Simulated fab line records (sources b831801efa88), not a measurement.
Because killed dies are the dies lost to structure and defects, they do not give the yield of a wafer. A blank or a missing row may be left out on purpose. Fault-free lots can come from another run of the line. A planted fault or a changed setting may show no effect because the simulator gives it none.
A lot that was struck, set against a sound lot / flow sky130 / 14 out of 708 route steps
Sound: these wafers, L873.1, L873.2, L873.3. The struck wafers were L883.1, L883.3, L883.6. Last of all comes the cause.
Order at every step that has rows: each side's tool, ch and its chambers, its first start. Under that, the readings that differ: sound wafers / struck wafers / difference of the means / sigmas: that difference in standard deviations of wafers without a fault.
alike: same words and numbers on both sides, and readings whose means sit less than 2 such deviations apart. not compared: any withheld reading, any reading some wafer has no value for, any bound like >300 that may hide the same value, and any number with overlapping values for which the record gives no deviation.
The two part at a step that has a row with sigmas, a row that says differs or no value, or rows on one side only. Numbers that have no deviation but don't overlap get no sigmas and don't part them. A reading that every wafer of one side lacks parts them only if that side has two wafers or more.

SKY_LI_CONTACT_CVD_21: deposits W, target thk 400 nm, time 120.56 s.
  sound on cvd w-02 ch 0,1, day 29 04:50; struck on cvd w-02 ch 0,1, day 32 13:37
  alike: chamber pressure Torr, heater power w
SKY_LI_CONTACT_RS_MEAS_22: measures by four-point-probe.
  struck on film metro-03, day 32 13:44; sound on film metro-04, day 29 04:58
  alike: LI_CONTACT_W_RS
SKY_LI_CONTACT_THK_MEAS_23: measures by xrf.
  struck on film metro-03, day 32 13:51; sound on film metro-04, day 29 05:05
  alike: LI_CONTACT_W_THK
SKY_LI_CONTACT_CMP_24: polishes, stops on PSG, t overpolish 20 s, target thk 0 nm.
  sound on cmp-02 ch 0,1,3, day 29 05:08; struck on cmp-01 ch 0,1,2, day 32 14:04
  alike: motor current A, overpolish run s, time to endpoint s
SKY_LOCAL_INTERCONNECT_SPUTTER_00: material TiN, target thk 100 nm, time 83.3 s.
  struck on pvd sputter-02, day 32 14:19; sound on pvd sputter-02, day 29 05:26
  alike: cathode dc power W, throttle valve pct
SKY_LOCAL_INTERCONNECT_RS_MEAS_01: measures by four-point-probe.
  struck on film metro-01, day 32 14:22; sound on film metro-02, day 29 05:30
  alike: LOCAL_INTERCONNECT_TIN_RS
SKY_LOCAL_INTERCONNECT_THK_MEAS_02: measures by xrf.
  struck on film metro-01, day 32 14:29; sound on film metro-02, day 29 05:37
reading=LOCAL_INTERCONNECT_TIN_THK (nm); sound=97.6 96.8 95.9; struck=99.8 97.9 99.9; difference=+2.4; sigmas=+2
then, 5 steps without rows for these wafers: SKY_LOCAL_INTERCONNECT_DEHYDRATE_03 (time 60 s); SKY_LOCAL_INTERCONNECT_HMDS_04 (prime time 60 s); SKY_LOCAL_INTERCONNECT_COAT_05 (resist thk 60 nm); SKY_LOCAL_INTERCONNECT_COAT_06 (resist thk 450 nm); SKY_LOCAL_INTERCONNECT_SOFTBAKE_07 (time 90 s).
SKY_LOCAL_INTERCONNECT_EXPOSE_08: exposes mask LI1M, target cd 170 nm.
  struck on krf scanner-01, day 33 03:53; sound on krf scanner-01 ch 0, day 29 20:17
  no value came back on the struck wafers for exposure dose mJ cm2, focus offset nm (nm), na; on the sound wafers exposure dose mJ cm2 reads 28.01 27.98 28.01
  alike: mask
following that, these wafers have no rows for 1 step: SKY_LOCAL_INTERCONNECT_PEB_09.

== WHERE THEY PART ==
At SKY_LOCAL_INTERCONNECT_THK_MEAS_02 first; at SKY_LOCAL_INTERCONNECT_EXPOSE_08 last (within this record only).

WHY: what had been put in by the simulator
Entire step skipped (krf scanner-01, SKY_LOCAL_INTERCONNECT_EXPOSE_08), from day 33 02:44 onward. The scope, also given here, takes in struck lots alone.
